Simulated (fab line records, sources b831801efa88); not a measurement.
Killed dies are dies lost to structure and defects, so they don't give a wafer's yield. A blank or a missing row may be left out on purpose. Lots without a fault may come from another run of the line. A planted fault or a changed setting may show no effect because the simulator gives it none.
Which tool did it? | flow gf180mcu | 14 lots, 42 wafers sampled, at 4 steps of a route of 602

WHAT THE GAUGES READ, wafer by wafer
GF_VT_IMPLANT_TW_MEAS_43.
lot  | measured     | on            | VT_IMPLANT_4_TW
L595 | day 7 20:16  | film_metro-02 | 691 687 691
L596 | day 8 03:43  | film_metro-02 | 692 689 688
L597 | day 8 10:46  | film_metro-04 | 688 683 687
L599 | day 9 00:29  | film_metro-01 | 680 677 677
L600 | day 9 03:28  | film_metro-04 | 684 682 683
L602 | day 9 17:08  | film_metro-02 | 692 700 694
L604 | day 10 09:04 | film_metro-01 | 682 685 681
L605 | day 10 14:40 | film_metro-01 | 682 683 685
L606 | day 10 18:05 | film_metro-01 | 683 683 683
L607 | day 11 05:11 | film_metro-01 | 684 683 685
L608 | day 11 10:31 | film_metro-01 | 685 684 687
L610 | day 12 01:55 | film_metro-04 | 681 684 684
L616 | day 13 19:52 | film_metro-01 | 30 30 30
L617 | day 13 21:46 | film_metro-02 | 30 30 30

GF_V3_OVL_MEAS_15.
lot  | measured     | on         | V3_OVL (nm)
L595 | day 22 14:45 | overlay-02 | 5 3 -4
L596 | day 22 23:03 | overlay-02 | 6 3 3
L597 | day 23 12:38 | overlay-01 | 9 1 8
L599 | day 24 06:29 | overlay-02 | 8 5 8
L600 | day 24 08:05 | overlay-02 | 11 10 5
L602 | day 25 01:03 | overlay-01 | 5 -1 2
L604 | day 25 21:50 | overlay-01 | 3 1 -4
L605 | day 26 03:02 | overlay-01 | 13 6 17
L606 | day 26 10:12 | overlay-02 | 6 3 5
L607 | day 26 19:46 | overlay-01 | 8 -2 1
L608 | day 27 02:47 | overlay-02 | 5 7 11
L610 | day 27 17:36 | overlay-01 | 6 3 7

WHICH TOOL RAN EACH LOT (tool, then ch and the chambers of the sampled wafers, then the start)
lot  | GF_VT_IMPLANT_IMPLANT_41        | GF_V1_SPUTTER_21
L595 | implanter-04 ch 0, day 7 20:01  | pvd_sputter-04, day 18 11:02
L596 | implanter-01 ch 0, day 8 03:28  | pvd_sputter-04, day 18 18:29
L597 | implanter-02 ch 0, day 8 10:32  | pvd_sputter-02, day 19 09:45
L599 | implanter-01 ch 0, day 9 00:16  | pvd_sputter-02, day 20 03:25
L600 | implanter-01 ch 0, day 9 03:13  | pvd_sputter-04, day 20 05:44
L602 | implanter-02 ch 0, day 9 16:53  | pvd_sputter-02, day 21 01:26
L604 | implanter-01 ch 0, day 10 08:50 | pvd_sputter-04, day 21 23:52
L605 | implanter-02 ch 0, day 10 14:26 | pvd_sputter-02, day 22 05:35
L606 | implanter-04 ch 0, day 10 17:50 | pvd_sputter-04, day 22 12:17
L607 | implanter-02 ch 0, day 11 04:58 | pvd_sputter-04, day 23 01:26
L608 | implanter-01 ch 0, day 11 10:16 | pvd_sputter-01, day 23 07:32
L610 | implanter-04 ch 0, day 12 01:41 | pvd_sputter-04, day 23 23:57
L616 | implanter-04, day 13 19:37      | -
L617 | implanter-01, day 13 21:31      | -
- GF_VT_IMPLANT_IMPLANT_41
- GF_V1_SPUTTER_21: material Ti, target thk 15 nm, time 80.02 s.

WHAT THE TOOLS THEMSELVES READ (means of the sampled wafers that have a number; where no wafer has one, the mark that the record gives instead)
GF_VT_IMPLANT_IMPLANT_41.
lot  | tool         | beam_energy_keV | beam_on_s (s) | faraday_current_uA
L595 | implanter-04 | 70.028          | 10.01         | 5.71
L596 | implanter-01 | 70.014          | 9.99          | 5.72
L597 | implanter-02 | 70.001          | 10.12         | 5.65
L599 | implanter-01 | 69.974          | 10.10         | 5.67
L600 | implanter-01 | 69.967          | 10.19         | 5.62
L602 | implanter-02 | 70.025          | 10.01         | 5.70
L604 | implanter-01 | 69.987          | 10.11         | 5.65
L605 | implanter-02 | 69.993          | 9.98          | 5.73
L606 | implanter-04 | 69.990          | 9.97          | 5.73
L607 | implanter-02 | 69.970          | 9.92          | 5.77
L608 | implanter-01 | 69.976          | 10.07         | 5.65
L610 | implanter-04 | 70.031          | 9.93          | 5.75
L616 | implanter-04 | -               | -             | -
L617 | implanter-01 | -               | -             | -

GF_V1_SPUTTER_21.
lot  | tool           | throttle_valve_pct (%)
L595 | pvd_sputter-04 | 30.1
L596 | pvd_sputter-04 | 30.6
L597 | pvd_sputter-02 | 29.1
L599 | pvd_sputter-02 | 30.0
L600 | pvd_sputter-04 | 30.6
L602 | pvd_sputter-02 | 30.0
L604 | pvd_sputter-04 | 30.1
L605 | pvd_sputter-02 | 30.1
L606 | pvd_sputter-04 | 30.6
L607 | pvd_sputter-04 | 30.3
L608 | pvd_sputter-01 | 30.4
L610 | pvd_sputter-04 | 30.6

THE ANSWER, worked out from the rows above alone
Rule: what is usual is taken from the lots themselves. Put in order of their means at a reading, lots are off if they are a third of the lots or fewer, leave a main group of 4 or more, and stand apart from it by a gap of 3 or more times the standard deviation of the main group's means; of several such gaps the widest counts. A main group whose means are all the same, to the digits that the tables above print for the reading, isn't used. A lot without any number at a reading at which 4 lots or more have one is off too. The other lots that the step has rows for count as sound. The gauges are gone through in route order, then the tools' own readings, and for those a lot's mean is taken as printed above. The first step at which some lot is off is used, and at that step the reading that is off furthest; a lot without a number counts as furthest.
Off: L616, L617, at GF_VT_IMPLANT_TW_MEAS_43 (VT_IMPLANT_4_TW). The main group: mean 685, standard deviation 4.3.
A tool fits if, at a process step before that reading, it ran every lot that is off, and no sound lot after the first of them. The gauges at GF_VT_IMPLANT_TW_MEAS_43 aren't tried: what is off there is off at GF_VT_IMPLANT_IMPLANT_41 too, on other tools, and a gauge's error can't cause that. None of those tried fits.

WHAT THE SIMULATOR HAD PUT IN
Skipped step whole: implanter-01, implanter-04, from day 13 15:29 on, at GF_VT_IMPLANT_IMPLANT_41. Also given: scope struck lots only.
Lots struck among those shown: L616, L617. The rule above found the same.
